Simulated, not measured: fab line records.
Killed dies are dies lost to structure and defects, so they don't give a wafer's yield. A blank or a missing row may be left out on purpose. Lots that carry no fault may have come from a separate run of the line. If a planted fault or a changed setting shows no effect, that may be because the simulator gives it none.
2 desks, one fault | flow sky130 | every desk sees just its own numbers, and what lay behind them comes last

## THE TOOL OWNER'S DESK: lpcvd-03
The tool's own readings at SKY_SONOS_ONO_CVD_04 (deposits SiO2 from SiH4/N2O, target thk 5.7199 nm): means of the sampled wafers that have a number, for each lot that ran on this tool. Any lot whose mean is over 4 standard deviations away from the usual mean is out of limits and marked OUT; that distance is given in the brackets. Readings shown: 7 out of 9 (the first out of limits, and those lying furthest out on some lot).
Columns: A = spike_tc_bottom_C at SKY_SONOS_ONO_CVD_04, usual 917.0 C; B = spike_tc_centre_C at SKY_SONOS_ONO_CVD_04, usual 899.4 C; C = spike_tc_lower_C at SKY_SONOS_ONO_CVD_04, usual 899.6 C; D = spike_tc_upper_C at SKY_SONOS_ONO_CVD_04, usual 899.9 C; E = susceptor_temp_C at SKY_SONOS_ONO_CVD_04, usual 899.9 C; F = zone_power_centre_pct at SKY_SONOS_ONO_CVD_04, usual 18.57 %; G = zone_power_lower_pct at SKY_SONOS_ONO_CVD_04, usual 18.81 %
lot  | first seen here | A               | B               | C               | D               | E               | F                | G
L564 | day 13 06:31    | 918.3           | 899.5           | 898.7           | 900.0           | 899.6           | 18.91            | 18.88
L565 | day 13 17:21    | 936.1 (+17) OUT | 917.1 (+18) OUT | 916.9 (+17) OUT | 917.4 (+18) OUT | 917.9 (+45) OUT | 19.73 (+4.8) OUT | 19.47
L566 | day 13 22:53    | 936.4 (+18) OUT | 917.8 (+19) OUT | 916.8 (+17) OUT | 917.5 (+18) OUT | 916.8 (+42) OUT | 19.74 (+4.9) OUT | 19.80 (+5.5) OUT
L567 | day 14 05:41    | 935.4 (+17) OUT | 917.3 (+18) OUT | 916.5 (+17) OUT | 917.9 (+18) OUT | 917.7 (+45) OUT | 19.78 (+5.1) OUT | 19.66 (+4.7) OUT
L574 | day 16 10:11    | 916.6           | 899.4           | 900.4           | 900.2           | 900.3           | 18.43            | 18.85
L575 | day 17 03:14    | 917.5           | 900.7           | 898.9           | 900.1           | 899.8           | 18.35            | 18.81
L576 | day 17 09:04    | 916.7           | 900.2           | 900.2           | 899.5           | 900.2           | 18.40            | 18.75
L577 | day 17 10:19    | 917.0           | 899.4           | 899.4           | 900.3           | 900.4           | 18.46            | 18.65
L578 | day 17 21:09    | 918.2           | 899.7           | 899.0           | 899.8           | 899.8           | 18.73            | 18.81
L580 | day 18 12:55    | 916.8           | 898.0           | 899.2           | 900.1           | 900.0           | 18.33            | 18.83
L581 | day 18 18:19    | 916.8           | 899.5           | 900.4           | 900.0           | 900.0           | 18.55            | 18.85
Finding of this desk: L565, L566, L567 out of limits; the first was L565 at day 13 17:21, on spike_tc_bottom_C at SKY_SONOS_ONO_CVD_04. Within limits: L564, L574, L575, L576, L577, L578, L580, L581.

## THE METROLOGY DESK
Means of the sampled wafers that have a number, per lot and without regard to the tool the lot ran on: this is what the gauges read. Any lot whose mean is over 4 standard deviations away from the usual mean is out of limits and marked OUT; that distance is given in the brackets.
Columns: A = SONOS_ONO_CVD_04_THK at SKY_SONOS_ONO_THK_MEAS_05, usual 5.76 nm; B = SONOS_ONO_OVL at SKY_SONOS_ONO_OVL_MEAS_14, usual 1.4 nm; C = GATE_OXIDE_TW at SKY_GATE_OXIDE_TW_MEAS_14, usual 223.9
lot  | first seen here | A              | B    | C
L564 | day 13 07:46    | 5.79           | 1.2  | 225.3
L565 | day 13 19:15    | 7.74 (+17) OUT | 3.0  | 224.3
L566 | day 14 00:10    | 7.81 (+17) OUT | 2.4  | 223.6
L567 | day 14 06:58    | 7.64 (+16) OUT | 1.3  | 225.4
L574 | day 16 11:27    | 5.68           | 1.3  | 223.8
L575 | day 17 04:31    | 5.87           | 2.7  | 224.6
L576 | day 17 10:19    | 5.77           | -0.1 | 223.5
L577 | day 17 11:34    | 5.87           | 0.5  | 223.7
L578 | day 17 22:25    | 5.80           | 1.8  | 225.2
L580 | day 18 14:11    | 5.62           | 0.2  | 224.5
L581 | day 18 19:34    | 5.57           | 1.8  | 223.6
This desk's result: L565, L566, L567 out of limits, first on L565 (SONOS_ONO_CVD_04_THK at SKY_SONOS_ONO_THK_MEAS_05), day 13 19:15. Within limits: L564, L574, L575, L576, L577, L578, L580, L581.

## BROUGHT TOGETHER
The tool owner's desk had the chance to raise an alarm at day 13 17:21 on L565, L566, L567.
On L565, L566, L567, the metrology desk was in a position to raise an alarm at day 13 19:15.
SKY_SONOS_ONO_CVD_04 was run on lpcvd-03 by each of the lots named.

## WHAT THE SIMULATOR HAD INSERTED
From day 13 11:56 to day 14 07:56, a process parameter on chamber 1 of lpcvd-03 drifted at SKY_SONOS_ONO_CVD_04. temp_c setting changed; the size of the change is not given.
Struck lots among those shown: L565, L566, L567.
Hours from the fault's start to each desk's first reading out of limits: the tool owner's desk, 5; the metrology desk, 7.
